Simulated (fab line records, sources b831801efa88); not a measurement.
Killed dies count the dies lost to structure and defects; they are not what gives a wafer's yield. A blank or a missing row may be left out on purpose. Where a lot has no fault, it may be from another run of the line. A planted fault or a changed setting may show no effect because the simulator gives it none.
fab line records ; flow sky130
record: lots: 12; wafers: 36; lastDay: 50
route steps=708 shown VIA4@659 PASSIVATION@683 PAD_OPEN@708
lots that met no fault: taken from a fault-free run of the same line
startH: hours from the record's opening day to when the first of the lot's shown wafers began ; waitH: hours elapsed since this lot's preceding step ; " as in the row above ; L1.1+2: a row that stands for several wafers ; - either no value or no given start ; * or withheld: withheld ; < > ~ a bound
route shown NAME@n: NAME is a module with steps in the file, n the number in the route of the first one ; usual: mean/standard deviation of fault-free wafers ; same: alike in all rows ; chamber/n: place in a boat ; sites: readings site by site ; _std_site: standard deviation of those values ; _edge_site: inner sites' mean taken away from outer sites' mean ; radiusMm: for every site, how far away it sits from the centre of the wafer ; mask NAME#n: copy n ; behind: the tool/chamber that last shaped the wafer ; hold: reason for holding the lot/hours on hold/outcome of the hold ; device: the transistor (n, p or np) that didn't switch ; end of line: tests run on the same wafers once the route is complete ; where a step has no rows: the recipe by itself ; killed: at the first sort, the dies lost to defects and structure; wafer yield is something else ; map: shows each die of a wafer: x if killed, . if not, _ if none is there
set.NAME: setting as actually run; set.NAME@STEP: the setting as run at that earlier step ; model.NAME: the simulator's own value behind a step, which no gauge read
route steps across a sampled set of lots; one table per step, one row per wafer
services: when a tool's chamber went out of use (startH, in hours from the record's first day, below 0 if earlier), for how many hours, and the reason
== steps ==
step: SKY_VIA4_THK_MEAS_20
recipe: thkMeasGauge: xrf; reads: W_of_VIA4_CVD_18
usual: VIA4_W_THK: 510/8.2
lot.wafer;tool;chamber;startH;waitH;VIA4_W_THK[nm]
L841.3;filmMetro-04;-;1004.10;0.1;514
L841.5;filmMetro-04;-;1004.10;0.1;516
L841.6;filmMetro-04;-;1004.10;0.1;520
L842.2;filmMetro-03;-;1008.07;0.1;495
L842.3;filmMetro-03;-;1008.07;0.1;507
L842.4;filmMetro-03;-;1008.07;0.1;498
L843.2;filmMetro-01;-;1013.39;0.1;509
L843.3;filmMetro-01;-;1013.39;0.1;514
L843.6;filmMetro-01;-;1013.39;0.1;511
L845.2;filmMetro-04;-;1033.77;0.1;521
L845.5;filmMetro-04;-;1033.77;0.1;532
L845.6;filmMetro-04;-;1033.77;0.1;523
L847.2;filmMetro-01;-;1049.58;0.1;514
L847.4;filmMetro-01;-;1049.58;0.1;517
L847.6;filmMetro-01;-;1049.58;0.1;513
L850.1;filmMetro-01;-;1067.93;0.1;507
L850.5;filmMetro-01;-;1067.93;0.1;501
L850.6;filmMetro-01;-;1067.93;0.1;508
L856.4;filmMetro-04;-;1104.49;0.1;523
L856.5;filmMetro-04;-;1104.49;0.1;518
L856.6;filmMetro-04;-;1104.49;0.1;517
L857.1;filmMetro-03;-;1108.86;0.1;505
L857.2;filmMetro-03;-;1108.86;0.1;498
L857.3;filmMetro-03;-;1108.86;0.1;502
L859.3;filmMetro-03;-;1117.46;0.1;511
L859.4;filmMetro-03;-;1117.46;0.1;508
L859.5;filmMetro-03;-;1117.46;0.1;514
L860.2;filmMetro-03;-;1125.96;0.1;510
L860.3;filmMetro-03;-;1125.96;0.1;507
L860.4;filmMetro-03;-;1125.96;0.1;514
L862.1;filmMetro-01;-;1135.37;0.1;514
L862.4;filmMetro-01;-;1135.37;0.1;516
L862.6;filmMetro-01;-;1135.37;0.1;521
L863.3;filmMetro-04;-;1139.17;0.1;517
L863.4;filmMetro-04;-;1139.17;0.1;519
L863.5;filmMetro-04;-;1139.17;0.1;522
step: SKY_VIA4_CMP_21
recipe: stopOn: SiO2; tOverpolishS: 25; downForcePsi: 3.5; platenRpm: 58.9; targetThkNm: 0; padVelocityMS: 0.94248
usual: motorCurrentA: 11.4/1; overpolishRunS: 25.000/0.0087; timeToEndpointS: 124/3.5
lot.wafer;tool;chamber;startH;waitH;motorCurrentA;overpolishRunS;timeToEndpointS
L841.3;cmp-01;2;1004.14;0.0;11.3;24.991;123
L841.5;cmp-01;2;1004.14;0.0;11.4;25.004;121
L841.6;cmp-01;3;1004.14;0.0;11.9;24.997;127
L842.4;cmp-02;2;1008.19;0.1;12.2;25.002;123
L842.2;cmp-02;3;1008.19;0.1;11.4;24.984;116
L842.3;cmp-02;0;1008.19;0.1;12.9;24.991;125
L843.2;cmp-02;3;1013.44;0.0;11.6;25.007;124
L843.3;cmp-02;0;1013.44;0.0;12.2;25.010;124
L843.6;cmp-02;3;1013.44;0.0;11.6;25.000;126
L845.2;cmp-02;0;1033.87;0.1;12.6;24.997;123
L845.6;cmp-02;3;1033.87;0.1;11.2;24.981;123
L845.5;cmp-02;0;1033.87;0.1;12.8;24.991;124
L847.2;cmp-01;1;1049.68;0.1;11.2;24.993;124
L847.4;cmp-01;2;1049.68;0.1;11.9;24.991;128
L847.6;cmp-01;0;1049.68;0.1;9.3;24.993;123
L850.1;cmp-02;0;1068.14;0.2;12.7;25.002;128
L850.6;cmp-02;1;1068.14;0.2;11.1;25.001;135
L850.5;cmp-02;2;1068.14;0.2;12.3;24.997;123
L856.4;cmp-01;0;1104.67;0.2;9.5;24.988;128
L856.5;cmp-01;1;1104.67;0.2;11.4;25.000;125
L856.6;cmp-01;2;1104.67;0.2;11.3;24.991;125
L857.1;cmp-01;2;1108.97;0.1;11.7;24.998;120
L857.2;cmp-01;3;1108.97;0.1;11.6;25.018;120
L857.3;cmp-01;0;1108.97;0.1;9.0;25.006;123
L859.3;cmp-02;0;1117.50;0.0;13.3;24.997;120
L859.4;cmp-02;2;1117.50;0.0;12.1;24.995;122
L859.5;cmp-02;0;1117.50;0.0;12.8;25.016;121
L860.3;cmp-02;0;1126.01;0.0;12.9;25.005;119
L860.2;cmp-02;2;1126.01;0.0;11.8;24.999;122
L860.4;cmp-02;3;1126.01;0.0;11.4;25.000;121
L862.1;cmp-02;3;1135.48;0.1;10.1;25.021;121
L862.4;cmp-02;1;1135.48;0.1;10.2;25.000;128
L862.6;cmp-02;3;1135.48;0.1;11.0;25.002;126
L863.3;cmp-02;3;1139.21;0.0;11.2;24.998;123
L863.4;cmp-02;1;1139.21;0.0;10.4;24.996;130
L863.5;cmp-02;0;1139.21;0.0;12.5;25.001;130
step: SKY_PASSIVATION_CVD_02
recipe: material: Si3N4; targetThkNm: 540; tempC: 400; timeS: withheld; rfW: 439.2
usual: heaterPowerW: 707/87
lot.wafer;tool;chamber;startH;waitH;heaterPowerW
L841.3;pecvd-03;1;1028.56;0.0;715
L841.5;pecvd-03;0;1028.56;0.0;497
L841.6;pecvd-03;1;1028.56;0.0;733
L842.2;pecvd-03;0;1032.28;0.0;536
L842.3;pecvd-03;2;1032.28;0.0;593
L842.4;pecvd-03;0;1032.28;0.0;549
L843.2;pecvd-02;2;1037.66;0.0;673
L843.3;pecvd-02;2;1037.66;0.0;705
L843.6;pecvd-02;0;1037.66;0.0;672
L845.2;pecvd-03;1;1057.39;0.0;738
L845.5;pecvd-03;2;1057.39;0.0;562
L845.6;pecvd-03;0;1057.39;0.0;619
L847.2;pecvd-02;1;1072.63;0.0;704
L847.4;pecvd-02;2;1072.63;0.0;671
L847.6;pecvd-02;0;1072.63;0.0;787
L850.1;pecvd-03;2;1090.18;0.1;646
L850.5;pecvd-03;2;1090.18;0.1;657
L850.6;pecvd-03;1;1090.18;0.1;791
L856.4;pecvd-01;1;1125.67;0.1;842
L856.5;pecvd-01;2;1125.67;0.1;655
L856.6;pecvd-01;0;1125.67;0.1;733
L857.1;pecvd-01;0;1130.33;0.1;758
L857.2;pecvd-01;1;1130.33;0.1;771
L857.3;pecvd-01;1;1130.33;0.1;839
L859.3;pecvd-02;0;1138.36;0.0;797
L859.4;pecvd-02;1;1138.36;0.0;763
L859.5;pecvd-02;2;1138.36;0.0;697
L860.2;pecvd-02;0;1146.79;0.0;834
L860.3;pecvd-02;1;1146.79;0.0;812
L860.4;pecvd-02;2;1146.79;0.0;691
L862.1;pecvd-03;1;1154.52;0.1;789
L862.4;pecvd-03;0;1154.52;0.1;594
L862.6;pecvd-03;1;1154.52;0.1;649
L863.3;pecvd-03;2;1158.84;0.0;665
L863.4;pecvd-03;1;1158.84;0.0;660
L863.5;pecvd-03;0;1158.84;0.0;594
step: SKY_PASSIVATION_EXPOSE_08
recipe: maskId: NSM; targetCdNm: 3000; na: 0.57; doseMj: 260
usual: exposureDoseMJCm2: 260.03/0.23
lot.wafer;tool;chamber;startH;waitH;mask;exposureDoseMJCm2
L841.3;ilineStepper-01;0;1040.08;-;NSM#0;260.03
L841.5;ilineStepper-01;0;1040.08;-;NSM#0;260.38
L841.6;ilineStepper-01;0;1040.08;-;NSM#0;260.39
L842.2;ilineStepper-01;0;1043.41;-;NSM#0;259.71
L842.3;ilineStepper-01;0;1043.41;-;NSM#0;260.14
L842.4;ilineStepper-01;0;1043.41;-;NSM#0;260.14
L843.2;ilineStepper-01;0;1049.67;-;NSM#0;260.41
L843.3;ilineStepper-01;0;1049.67;-;NSM#0;260.12
L843.6;ilineStepper-01;0;1049.67;-;NSM#0;260.38
L845.2;ilineStepper-02;0;1068.52;-;NSM#0;259.89
L845.5;ilineStepper-02;0;1068.52;-;NSM#0;259.71
L845.6;ilineStepper-02;0;1068.52;-;NSM#0;259.76
L847.2;ilineStepper-01;0;1082.84;-;NSM#0;260.18
L847.4;ilineStepper-01;0;1082.84;-;NSM#0;259.81
L847.6;ilineStepper-01;0;1082.84;-;NSM#0;260.01
L850.1;ilineStepper-02;0;1100.30;-;NSM#0;260.18
L850.5;ilineStepper-02;0;1100.30;-;NSM#0;260.28
L850.6;ilineStepper-02;0;1100.30;-;NSM#0;259.92
L856.4;ilineStepper-02;0;1135.78;-;NSM#0;260.03
L856.5;ilineStepper-02;0;1135.78;-;NSM#0;259.89
L856.6;ilineStepper-02;0;1135.78;-;NSM#0;259.67
L857.1;ilineStepper-01;0;1140.50;-;NSM#0;264.79
L857.2;ilineStepper-01;0;1140.50;-;NSM#0;264.58
L857.3;ilineStepper-01;0;1140.50;-;NSM#0;264.61
L859.3;ilineStepper-01;0;1147.33;-;NSM#0;264.90
L859.4;ilineStepper-01;0;1147.33;-;NSM#0;264.60
L859.5;ilineStepper-01;0;1147.33;-;NSM#0;264.93
L860.2;ilineStepper-01;0;1156.44;-;NSM#0;264.50
L860.3;ilineStepper-01;0;1156.44;-;NSM#0;264.43
L860.4;ilineStepper-01;0;1156.44;-;NSM#0;264.28
L862.1;ilineStepper-02;0;1163.65;-;NSM#0;259.93
L862.4;ilineStepper-02;0;1163.65;-;NSM#0;259.84
L862.6;ilineStepper-02;0;1163.65;-;NSM#0;259.92
L863.3;ilineStepper-02;0;1167.33;-;NSM#0;259.96
L863.4;ilineStepper-02;0;1167.33;-;NSM#0;259.98
L863.5;ilineStepper-02;0;1167.33;-;NSM#0;260.31
step: SKY_PAD_OPEN_PROBE_99
usual: defectLimitedYield: 82.6/2.1; killed_at_M0_to_M3: 43/7.3; killed_at_M4_up: 3.1/1.8; killedAtContacts: 24/5.4; killedAtFrontEnd: 15/4.1; killedAtOther: 0.2/0.52; killedDies: 86/10; killedOpen: 47/7.3; killedShort: 39/6.4; sort_bin_3_pad_short: 0.8/0.37; sort_bin_5_function: 10.1/1.4; sort_bin_6_memory: 6.4/1.2; sortNPass: 406/10; sortYieldPct: 82.6/2.1
same: grossDies: 492; killedAtBackSide: 0; sort_bin_4_leakage[%]: 0; sort_bin_8_speed[%]: 0
lot.wafer;tool;chamber;startH;waitH;defectLimitedYield[%];killed_at_M0_to_M3;killed_at_M4_up;killedAtContacts;killedAtFrontEnd;killedAtOther;killedDies;killedOpen;killedShort;sort_bin_3_pad_short[%];sort_bin_5_function[%];sort_bin_6_memory[%];sortNPass;sortYieldPct[%]
L845.2;prober-01;-;1101.42;0.1;83.9;35;3;28;13;0;79;47;31;0.8;9.3;5.9;413;83.9
L845.5;prober-01;-;1101.57;0.2;82.9;40;3;26;14;1;84;49;34;1.2;8.1;7.7;408;82.9
L845.6;prober-01;-;1101.62;0.2;81.9;44;1;30;14;0;89;54;35;0.2;10.2;7.7;403;81.9
L850.1;prober-02;-;1132.09;0.1;76.4;59;1;33;23;0;116;68;48;0.8;14.8;7.9;376;76.4
L850.5;prober-02;-;1132.29;0.2;84.3;33;2;25;17;0;77;40;37;0.8;8.7;6.1;415;84.3
L850.6;prober-02;-;1132.34;0.2;83.1;33;5;28;16;1;83;39;44;0.6;12.2;4.1;409;83.1
L857.1;prober-01;-;1168.72;0.1;85.2;36;5;17;15;0;73;45;28;0.4;8.3;6.1;419;85.2
L857.2;prober-01;-;1168.77;0.1;85.0;44;1;18;11;0;74;41;33;0.4;8.7;5.9;418;85.0
L857.3;prober-01;-;1168.82;0.2;85.6;33;2;21;15;0;71;36;35;0.2;8.3;5.9;421;85.6
L859.3;prober-02;-;1175.71;0.2;78.3;54;3;27;23;0;107;60;47;0.6;15.0;6.1;385;78.3
L859.4;prober-02;-;1175.76;0.2;82.9;39;0;29;15;1;84;46;38;0.8;8.9;7.3;408;82.9
L859.5;prober-02;-;1175.81;0.2;82.7;37;0;34;14;0;85;47;38;0.4;11.2;5.7;407;82.7
L860.2;prober-02;-;1184.07;0.1;83.5;36;4;22;17;2;81;43;38;0.4;8.9;7.1;411;83.5
L860.3;prober-02;-;1184.12;0.2;81.3;55;4;18;14;1;92;52;40;1.0;10.2;7.5;400;81.3
L860.4;prober-02;-;1184.17;0.2;84.6;36;3;23;14;0;76;43;33;0.2;10.0;5.3;416;84.6
L862.1;prober-02;-;1190.63;0.1;81.7;43;5;26;16;0;90;57;33;0.8;11.6;5.9;402;81.7
L862.4;prober-02;-;1190.78;0.2;83.1;38;4;25;15;1;83;37;45;0.4;10.4;6.1;409;83.1
L862.6;prober-02;-;1190.88;0.2;86.8;28;1;20;16;0;65;38;27;0.8;8.1;4.3;427;86.8
L863.3;prober-01;-;1192.69;0.2;84.6;39;1;19;17;0;76;39;37;0.2;10.0;5.3;416;84.6
L863.4;prober-01;-;1192.74;0.2;83.1;40;3;26;14;0;83;42;41;0.6;10.2;6.1;409;83.1
L863.5;prober-01;-;1192.79;0.2;81.5;53;5;17;16;0;91;57;34;0.8;11.2;6.5;401;81.5
killed by level:class
L845.2 CONTACT:geometricParticle:open=13 VIA1:geometricParticle:open=10 LI_CONTACT:geometricParticle:open=7 VIA3:geometricParticle:open=4 CONTACT:geometricParticle:short=4 VIA2:geometricParticle:open=4 FIELD_ISO:geometricParticle:open=3 FIELD_ISO:geometricParticle:short=3
L845.5 VIA1:geometricParticle:open=11 LI_CONTACT:geometricParticle:open=10 CONTACT:geometricParticle:open=9 METAL1:geometricParticle:short=7 VIA2:geometricParticle:open=5 POLY_GATE:geometricParticle:short=4 METAL2:geometricParticle:short=4 METAL3:geometricParticle:short=4
L845.6 LI_CONTACT:geometricParticle:open=11 VIA3:geometricParticle:open=11 VIA1:geometricParticle:open=8 CONTACT:geometricParticle:open=7 VIA2:geometricParticle:open=7 FIELD_ISO:geometricParticle:short=6 VIA3:geometricParticle:short=5 LI_CONTACT:geometricParticle:short=4
L850.1 CONTACT:geometricParticle:open=17 VIA1:geometricParticle:open=11 VIA3:geometricParticle:open=10 VIA2:geometricParticle:open=8 FIELD_ISO:geometricParticle:short=7 POLY_GATE:geometricParticle:open=6 METAL1:geometricParticle:short=6 METAL2:geometricParticle:short=6
L850.5 VIA3:geometricParticle:open=11 CONTACT:geometricParticle:open=9 FIELD_ISO:geometricParticle:open=7 CONTACT:geometricParticle:short=7 FIELD_ISO:geometricParticle:short=5 LOCAL_INTERCONNECT:geometricParticle:short=5 METAL1:geometricParticle:short=5 VIA1:geometricParticle:short=4
L850.6 LI_CONTACT:geometricParticle:open=8 VIA3:geometricParticle:open=7 POLY_GATE:geometricParticle:short=6 CONTACT:geometricParticle:short=6 FIELD_ISO:geometricParticle:short=5 CONTACT:geometricParticle:open=5 VIA1:geometricParticle:open=5 LOCAL_INTERCONNECT:geometricParticle:short=4
L857.1 VIA2:geometricParticle:open=7 VIA1:geometricParticle:open=7 CONTACT:geometricParticle:open=7 FIELD_ISO:geometricParticle:open=5 LI_CONTACT:geometricParticle:open=5 VIA3:geometricParticle:open=5 METAL2:geometricParticle:short=4 VIA3:geometricParticle:short=4
L857.2 VIA1:geometricParticle:short=8 VIA3:geometricParticle:open=8 CONTACT:geometricParticle:open=7 VIA1:geometricParticle:open=6 VIA2:geometricParticle:open=6 METAL2:geometricParticle:short=5 LI_CONTACT:geometricParticle:open=5 VIA2:geometricParticle:short=4
L857.3 VIA1:geometricParticle:open=9 CONTACT:geometricParticle:short=8 VIA3:geometricParticle:short=6 POLY_GATE:geometricParticle:open=5 LI_CONTACT:geometricParticle:open=5 VIA3:geometricParticle:open=5 FIELD_ISO:geometricParticle:short=4 FIELD_ISO:geometricParticle:open=3
L859.3 VIA1:geometricParticle:open=11 CONTACT:geometricParticle:open=11 VIA3:geometricParticle:open=9 FIELD_ISO:geometricParticle:open=8 METAL2:geometricParticle:short=8 VIA1:geometricParticle:short=7 LOCAL_INTERCONNECT:geometricParticle:short=7 VIA2:geometricParticle:open=7
L859.4 VIA1:geometricParticle:open=12 CONTACT:geometricParticle:open=10 LOCAL_INTERCONNECT:geometricParticle:short=7 FIELD_ISO:geometricParticle:open=6 LI_CONTACT:geometricParticle:open=6 METAL2:geometricParticle:short=6 METAL1:geometricParticle:short=5 VIA3:geometricParticle:open=5
L859.5 CONTACT:geometricParticle:open=14 METAL1:geometricParticle:short=9 VIA1:geometricParticle:open=8 LOCAL_INTERCONNECT:geometricParticle:short=6 LI_CONTACT:geometricParticle:open=5 POLY_GATE:geometricParticle:short=4 VIA2:geometricParticle:open=4 METAL2:geometricParticle:short=4
L860.2 CONTACT:geometricParticle:open=10 VIA2:geometricParticle:open=7 VIA3:geometricParticle:open=6 VIA1:geometricParticle:open=6 METAL1:geometricParticle:short=5 FIELD_ISO:geometricParticle:short=4 LI_CONTACT:geometricParticle:open=4 LI_CONTACT:geometricParticle:short=4
L860.3 METAL1:geometricParticle:short=12 VIA3:geometricParticle:open=10 VIA1:geometricParticle:open=10 CONTACT:geometricParticle:open=7 VIA2:geometricParticle:open=6 FIELD_ISO:geometricParticle:open=5 LI_CONTACT:geometricParticle:open=5 VIA1:geometricParticle:short=4
L860.4 VIA1:geometricParticle:open=9 LI_CONTACT:geometricParticle:open=8 CONTACT:geometricParticle:open=8 FIELD_ISO:geometricParticle:short=5 POLY_GATE:geometricParticle:open=5 VIA3:geometricParticle:open=5 VIA1:geometricParticle:short=4 VIA3:geometricParticle:short=4
L862.1 VIA1:geometricParticle:open=15 CONTACT:geometricParticle:open=10 LI_CONTACT:geometricParticle:open=9 VIA1:geometricParticle:short=7 POLY_GATE:geometricParticle:open=5 VIA3:geometricParticle:open=5 METAL1:geometricParticle:short=4 POLY_GATE:geometricParticle:short=4
L862.4 VIA1:geometricParticle:open=11 CONTACT:geometricParticle:open=10 CONTACT:geometricParticle:short=6 METAL1:geometricParticle:short=6 FIELD_ISO:geometricParticle:short=5 LI_CONTACT:geometricParticle:open=5 POLY_GATE:geometricParticle:short=4 METAL2:geometricParticle:short=4
L862.6 POLY_GATE:geometricParticle:open=8 CONTACT:geometricParticle:open=8 VIA1:geometricParticle:open=8 LI_CONTACT:geometricParticle:open=5 VIA3:geometricParticle:open=5 FIELD_ISO:geometricParticle:short=3 VIA1:geometricParticle:short=3 CONTACT:geometricParticle:short=3
L863.3 FIELD_ISO:geometricParticle:short=8 VIA1:geometricParticle:open=7 VIA3:geometricParticle:open=6 CONTACT:geometricParticle:open=6 VIA2:geometricParticle:open=5 LI_CONTACT:geometricParticle:short=4 LI_CONTACT:geometricParticle:open=4 VIA2:geometricParticle:short=4
L863.4 CONTACT:geometricParticle:open=10 VIA1:geometricParticle:open=8 LI_CONTACT:geometricParticle:open=7 METAL1:geometricParticle:short=7 FIELD_ISO:geometricParticle:short=6 VIA1:geometricParticle:short=6 VIA3:geometricParticle:open=6 LOCAL_INTERCONNECT:geometricParticle:short=5
L863.5 VIA3:geometricParticle:open=13 VIA1:geometricParticle:open=12 VIA2:geometricParticle:open=7 CONTACT:geometricParticle:open=7 POLY_GATE:geometricParticle:open=5 LI_CONTACT:geometricParticle:open=5 METAL1:geometricParticle:short=5 VIA1:geometricParticle:short=4
== services ==
tool;chamber;startH;hours;kind
cmp-02;-;983.99;2.0;repair
pecvd-02;-;997.03;0.7;repair
pecvd-02;1;999.38;-;clean
pecvd-02;1;999.38;-;consumableReplace:showerhead
pecvd-02;1;999.38;29.0;scheduledDown
cmp-02;-;1010.58;2.0;repair
ilineStepper-02;-;1029.54;1.7;repair
pecvd-02;1;1033.99;17.0;repair
pecvd-03;-;1042.15;6.0;pm
ilineStepper-02;-;1045.86;6.0;repair
ilineStepper-02;-;1050.39;0.9;repair
pecvd-02;2;1054.42;11.4;repair
cmp-01;-;1062.45;6.1;pm
ilineStepper-02;-;1065.93;1.7;pm
cmp-01;-;1071.74;0.4;repair
cmp-02;-;1084.17;4.0;pm
cmp-02;-;1088.17;-;consumableReplace:conditioner
cmp-02;-;1088.17;-;consumableReplace:pad
pecvd-03;0;1108.63;16.5;scheduledDown
ilineStepper-01;-;1136.92;2.1;pm
ilineStepper-01;-;1139.01;-;consumableReplace:lamp
ilineStepper-02;0;1147.06;-;calibration
ilineStepper-01;0;1154.35;-;calibration
ilineStepper-01;-;1160.52;1.7;pm
== key ==
firstSign: step: SKY_PASSIVATION_EXPOSE_08; reading: exposureDoseMJCm2; direction: up; sigmas: 20; usual: *; struck: *
effect none on later readings
metAt SKY_PASSIVATION_EXPOSE_08
struckLots L857,L859,L860
notActingAt SKY_VIA4_THK_MEAS_20,SKY_VIA4_CMP_21,SKY_PASSIVATION_CVD_02
onsetBetween 1082.84 1140.50
fault: kind: processParameterDrift; tool: ilineStepper-01; chamber: -; onsetH: 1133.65; steps: SKY_PASSIVATION_EXPOSE_08; channel: doseMj; offset: 4.5483; shape: step; actsIn: theseRecipesOnly; stated: 260
